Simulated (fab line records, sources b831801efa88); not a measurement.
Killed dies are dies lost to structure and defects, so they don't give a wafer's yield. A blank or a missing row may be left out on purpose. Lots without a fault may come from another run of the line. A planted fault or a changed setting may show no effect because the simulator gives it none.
Which tool did it? | flow sky130 | 11 lots, 33 wafers sampled, at 5 steps of a route of 708

WHAT THE GAUGES READ, wafer by wafer
SKY_PWDE_TW_MEAS_10.
lot  | measured    | on            | PWDE_TW
L400 | day 4 01:09 | film_metro-04 | 378.6 376.5 375.7
L402 | day 4 10:20 | film_metro-04 | 376.5 378.3 375.3
L403 | day 4 12:52 | film_metro-02 | 378.7 376.9 378.1
L404 | day 4 16:45 | film_metro-04 | 377.5 376.8 375.4
L405 | day 4 23:04 | film_metro-03 | 408.8 408.5 410.0
L407 | day 6 01:10 | film_metro-04 | 410.5 411.1 409.9
L413 | day 7 09:34 | film_metro-04 | 374.5 375.3 376.1
L416 | day 7 20:52 | film_metro-03 | 375.9 374.1 374.9
L418 | day 8 00:04 | film_metro-02 | 375.8 375.9 376.8
L422 | day 9 01:48 | film_metro-02 | 371.8 373.5 373.4
L423 | day 9 06:31 | film_metro-02 | 372.1 371.3 371.8

SKY_NWELL_RS_MEAS_31: measures by four-point-probe.
lot  | measured     | on            | PWDE_RS (ohm/sq)
L400 | day 5 09:33  | film_metro-03 | 5229 5253 5249
L402 | day 5 20:51  | film_metro-03 | 5261 5241 5268
L403 | day 5 23:43  | film_metro-04 | 5246 5236 5250
L404 | day 6 04:09  | film_metro-02 | 5264 5269 5263
L405 | day 6 10:49  | film_metro-04 | 4192 4185 4190
L407 | day 7 16:22  | film_metro-04 | 4174 4181 4168
L413 | day 9 03:43  | film_metro-04 | 5237 5259 5251
L416 | day 9 16:05  | film_metro-02 | 5268 5276 5274
L418 | day 9 19:55  | film_metro-04 | 5242 5260 5265
L422 | day 10 23:51 | film_metro-02 | 5280 5270 5270
L423 | day 11 05:28 | film_metro-02 | 5287 5287 5280

SKY_VT_ADJUST_HVTP_CD_MEAS_07: target cd 380 nm.
lot  | measured     | on        | cd_nm (nm)
L400 | day 6 03:11  | cd_sem-02 | 381.5 383.2 382.6
L402 | day 6 15:25  | cd_sem-01 | 375.8 378.7 376.6
L403 | day 6 17:28  | cd_sem-01 | 382.5 384.8 380.9
L404 | day 6 22:51  | cd_sem-02 | 380.1 379.6 378.7
L405 | day 7 06:01  | cd_sem-01 | 378.5 379.6 374.8
L407 | day 8 12:31  | cd_sem-02 | 376.9 376.2 375.5
L413 | day 10 02:05 | cd_sem-02 | 381.9 380.6 381.1
L416 | day 10 14:59 | cd_sem-01 | 383.0 382.9 383.2
L418 | day 10 17:59 | cd_sem-01 | 380.8 380.2 377.8
L422 | day 11 22:28 | cd_sem-02 | 376.8 379.6 379.8
L423 | day 12 05:31 | cd_sem-01 | 379.5 382.7 377.8

WHICH TOOL RAN EACH LOT (tool, then ch and the chambers of the sampled wafers, then the start)
lot  | SKY_PWDE_IMPLANT_08            | SKY_PWDE_STRIP_09
L400 | implanter-02 ch 0, day 4 00:54 | plasma_asher-04 ch 0,1, day 4 01:03
L402 | implanter-02 ch 0, day 4 10:07 | plasma_asher-02 ch 0,1, day 4 10:14
L403 | implanter-02 ch 0, day 4 12:39 | plasma_asher-04 ch 0,1, day 4 12:47
L404 | implanter-01 ch 0, day 4 16:30 | plasma_asher-01 ch 0,1, day 4 16:39
L405 | implanter-01 ch 0, day 4 22:49 | plasma_asher-01 ch 0,1, day 4 22:58
L407 | implanter-01 ch 0, day 6 00:55 | plasma_asher-01 ch 0,1, day 6 01:04
L413 | implanter-02 ch 0, day 7 09:20 | plasma_asher-01 ch 0,1, day 7 09:27
L416 | implanter-03 ch 0, day 7 20:38 | plasma_asher-04 ch 0,1, day 7 20:45
L418 | implanter-02 ch 0, day 7 23:50 | plasma_asher-02 ch 0,1, day 7 23:57
L422 | implanter-01 ch 0, day 9 01:33 | plasma_asher-04 ch 0,1, day 9 01:42
L423 | implanter-01 ch 0, day 9 06:16 | plasma_asher-01 ch 0,1, day 9 06:25
- SKY_PWDE_IMPLANT_08
- SKY_PWDE_STRIP_09: strips in O2/N2.

WHAT THE TOOLS THEMSELVES READ (means of the sampled wafers that have a number; where no wafer has one, the mark that the record gives instead)
SKY_PWDE_IMPLANT_08.
lot  | tool         | beam_on_s (s) | dose_ions_cm2 | faraday_current_uA
L400 | implanter-02 | 10.03         | 3.6e+12       | 20.2
L402 | implanter-02 | 10.07         | 3.6e+12       | 20.1
L403 | implanter-02 | 10.04         | 3.6e+12       | 20.2
L404 | implanter-01 | 9.96          | 3.6e+12       | 20.4
L405 | implanter-01 | 10.08         | 4.8e+12       | 27.0
L407 | implanter-01 | 10.05         | 4.8e+12       | 27.2
L413 | implanter-02 | 9.86          | 3.6e+12       | 20.7
L416 | implanter-03 | 9.78          | 3.6e+12       | 20.8
L418 | implanter-02 | 10.04         | 3.6e+12       | 20.2
L422 | implanter-01 | 9.95          | 3.6e+12       | 20.4
L423 | implanter-01 | 9.87          | 3.6e+12       | 20.5

SKY_PWDE_STRIP_09.
lot  | tool            | drypump_motor_current_A (A) | n2_flow_sccm (sccm) | oes_product_au (a.u.) | strip_time_to_endpoint_s (s)
L400 | plasma_asher-04 | 5.7                         | 299.3               | 0.726                 | 36.86
L402 | plasma_asher-02 | 5.7                         | 299.2               | 0.724                 | 37.01
L403 | plasma_asher-04 | 5.5                         | 300.2               | 0.718                 | 36.86
L404 | plasma_asher-01 | 6.2                         | 300.8               | 0.725                 | 36.82
L405 | plasma_asher-01 | 6.1                         | 299.6               | 0.721                 | 36.95
L407 | plasma_asher-01 | 6.1                         | 300.4               | 0.724                 | 36.98
L413 | plasma_asher-01 | 6.2                         | 299.5               | 0.722                 | 36.73
L416 | plasma_asher-04 | 5.7                         | 299.4               | 0.717                 | 36.82
L418 | plasma_asher-02 | 5.7                         | 299.1               | 0.724                 | 37.03
L422 | plasma_asher-04 | 5.6                         | 300.0               | 0.721                 | 37.11
L423 | plasma_asher-01 | 6.2                         | 300.9               | 0.719                 | 36.74

THE ANSWER, worked out from the rows above alone
Rule: what is usual is taken from the lots themselves. Put in order of their means at a reading, lots are off if they are a third of the lots or fewer, leave a main group of 4 or more, and stand apart from it by a gap of 3 or more times the standard deviation of the main group's means; of several such gaps the widest counts. A main group whose means are all the same, to the digits that the tables above print for the reading, isn't used. A lot without any number at a reading at which 4 lots or more have one is off too. The other lots that the step has rows for count as sound. The gauges are gone through in route order, then the tools' own readings, and for those a lot's mean is taken as printed above. The first step at which some lot is off is used, and at that step the reading that is off furthest; a lot without a number counts as furthest.
Off: L405, L407, at SKY_PWDE_TW_MEAS_10 (PWDE_TW). The main group: mean 375.5, standard deviation 1.9.
A tool fits if, at a process step before that reading, it ran every lot that is off, and no sound lot after the first of them. The gauges at SKY_PWDE_TW_MEAS_10 aren't tried: what is off there is off at SKY_PWDE_IMPLANT_08 too, on other tools, and a gauge's error can't cause that. None of those tried fits.

WHAT THE SIMULATOR HAD PUT IN
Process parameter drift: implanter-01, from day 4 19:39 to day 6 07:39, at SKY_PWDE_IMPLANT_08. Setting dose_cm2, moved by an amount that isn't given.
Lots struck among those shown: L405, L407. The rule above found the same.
